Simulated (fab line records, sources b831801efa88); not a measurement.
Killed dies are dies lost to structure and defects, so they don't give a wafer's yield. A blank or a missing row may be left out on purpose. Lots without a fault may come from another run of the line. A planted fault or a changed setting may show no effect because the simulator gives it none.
Which tool did it? | flow sky130 | 13 lots, 38 wafers sampled, at 5 steps of a route of 708

WHAT THE GAUGES READ, wafer by wafer
SKY_POLY_CUT_CD_MEAS_08: target cd 270 nm.
lot  | measured     | on        | cd_nm (nm)
L251 | day 24 02:26 | cd_sem-01 | 269.2 269.4 270.2
L252 | day 24 17:53 | cd_sem-01 | 269.1 269.5 270.0
L253 | day 25 07:22 | cd_sem-01 | 269.8 269.1 269.6
L254 | day 25 17:25 | cd_sem-02 | 270.9 271.7 271.2
L255 | day 25 18:08 | cd_sem-01 | 269.8 269.9 268.6
L256 | day 26 01:36 | cd_sem-01 | 267.5 267.8 268.5
L257 | day 26 10:04 | cd_sem-01 | 269.6 269.5 270.1
L258 | day 26 18:08 | cd_sem-01 | 270.6 269.8 270.0
L259 | day 27 09:22 | cd_sem-02 | 271.0 270.0 270.7
L264 | day 29 00:53 | cd_sem-02 | 268.6 264.8
L270 | day 30 12:38 | cd_sem-02 | 273.0 271.7 272.8
L272 | day 31 05:17 | cd_sem-01 | 270.4 272.4 271.8
L273 | day 31 06:41 | cd_sem-01 | 270.7 270.4 271.1

SKY_LI_CONTACT_OVL_MEAS_13.
lot  | measured     | on         | LI_CONTACT_OVL (nm)
L251 | day 29 02:06 | overlay-02 | -1 1 -4
L252 | day 29 15:03 | overlay-02 | 2 10 0
L253 | day 30 04:34 | overlay-02 | -1 7 0
L254 | day 30 12:27 | overlay-01 | 8 9 1
L255 | day 30 14:39 | overlay-02 | 5 3 4
L256 | day 30 20:46 | overlay-01 | 9 0 8
L257 | day 31 05:54 | overlay-01 | -2 0 -5
L258 | day 31 12:36 | overlay-01 | 2 -1 4
L259 | day 32 03:15 | overlay-01 | -1 1 -4
L264 | day 33 16:34 | overlay-02 | 4 3
L270 | day 35 01:04 | overlay-01 | 9 4 11
L272 | day 35 16:28 | overlay-01 | 6 7 6
L273 | day 35 17:27 | overlay-02 | 6 8 8

SKY_LOCAL_INTERCONNECT_OVL_MEAS_12.
lot  | measured     | on         | LOCAL_INTERCONNECT_OVL (nm)
L251 | day 30 07:29 | overlay-02 | -2 -4 1
L252 | day 30 21:07 | overlay-02 | -4 -4 -8
L253 | day 31 09:58 | overlay-01 | 0 0 -2
L254 | day 31 17:41 | overlay-01 | 4 4 8
L255 | day 31 20:18 | overlay-01 | 1 0 3
L256 | day 32 01:14 | overlay-01 | -10 -14 -14
L257 | day 32 10:30 | overlay-02 | -5 1 -1
L258 | day 32 16:13 | overlay-02 | -3 9 -1
L259 | day 33 07:46 | overlay-02 | -10 -6 -3
L264 | day 34 19:37 | overlay-01 | 6 -3
L270 | day 36 03:57 | overlay-01 | -1 -1 -4
L272 | day 36 19:12 | overlay-02 | -5 0 -9
L273 | day 36 20:09 | overlay-02 | 2 0 -5

SKY_VIA1_CD_MEAS_12: target cd 150 nm.
lot  | measured     | on        | cd_nm (nm)
L251 | day 33 19:59 | cd_sem-01 | 151.2 151.6 150.4
L252 | day 34 09:34 | cd_sem-02 | 148.7 150.3 149.6
L253 | day 34 21:25 | cd_sem-02 | 149.3 149.3 149.3
L254 | day 35 05:14 | cd_sem-02 | 150.8 150.9 150.4
L255 | day 35 08:43 | cd_sem-01 | 149.3 149.7 148.3
L256 | day 35 11:06 | cd_sem-02 | 148.5 149.1 149.7
L257 | day 35 20:59 | cd_sem-02 | 146.4 146.8 146.5
L258 | day 36 01:31 | cd_sem-01 | 150.0 150.9 153.8
L259 | day 36 16:11 | cd_sem-02 | 152.1 152.1 150.9
L264 | day 38 05:46 | cd_sem-02 | 148.9 148.4
L270 | day 39 12:40 | cd_sem-01 | 150.7 150.3 149.5
L272 | day 40 03:05 | cd_sem-01 | 150.8 150.2 150.7
L273 | day 40 05:12 | cd_sem-01 | 150.2 150.7 150.1

WHICH TOOL RAN EACH LOT (tool, then ch and the chambers of the sampled wafers, then the start)
lot  | SKY_POLY_CUT_EXPOSE_05
L251 | krf_scanner-01 ch 0, day 23 12:10
L252 | krf_scanner-02 ch 0, day 24 02:46
L253 | krf_scanner-01 ch 0, day 24 16:46
L254 | krf_scanner-01 ch 0, day 25 03:37
L255 | krf_scanner-02 ch 0, day 25 04:34
L256 | krf_scanner-02 ch 0, day 25 10:44
L257 | krf_scanner-02 ch 0, day 25 18:44
L258 | krf_scanner-02 ch 0, day 26 04:28
L259 | krf_scanner-01 ch 0, day 26 18:50
L264 | krf_scanner-01 ch 0, day 28 10:30
L270 | krf_scanner-02 ch 0, day 29 23:09
L272 | krf_scanner-02 ch 0, day 30 15:06
L273 | krf_scanner-02 ch 0, day 30 16:14
- SKY_POLY_CUT_EXPOSE_05: exposes mask NPCM, target cd 270 nm.

WHAT THE TOOLS THEMSELVES READ (means of the sampled wafers that have a number; where no wafer has one, the mark that the record gives instead)
The record holds no such reading with a usual standard deviation.

THE ANSWER, worked out from the rows above alone
Rule: what is usual is taken from the lots themselves. Put in order of their means at a reading, lots are off if they are a third of the lots or fewer, leave a main group of 4 or more, and stand apart from it by a gap of 3 or more times the standard deviation of the main group's means; of several such gaps the widest counts. A main group whose means are all the same, to the digits that the tables above print for the reading, isn't used. A lot without any number at a reading at which 4 lots or more have one is off too. The other lots that the step has rows for count as sound. The gauges are gone through in route order, then the tools' own readings, and for those a lot's mean is taken as printed above. The first step at which some lot is off is used, and at that step the reading that is off furthest; a lot without a number counts as furthest.
No lot is off at any reading shown: from this, nothing can be told.

WHAT THE SIMULATOR HAD PUT IN
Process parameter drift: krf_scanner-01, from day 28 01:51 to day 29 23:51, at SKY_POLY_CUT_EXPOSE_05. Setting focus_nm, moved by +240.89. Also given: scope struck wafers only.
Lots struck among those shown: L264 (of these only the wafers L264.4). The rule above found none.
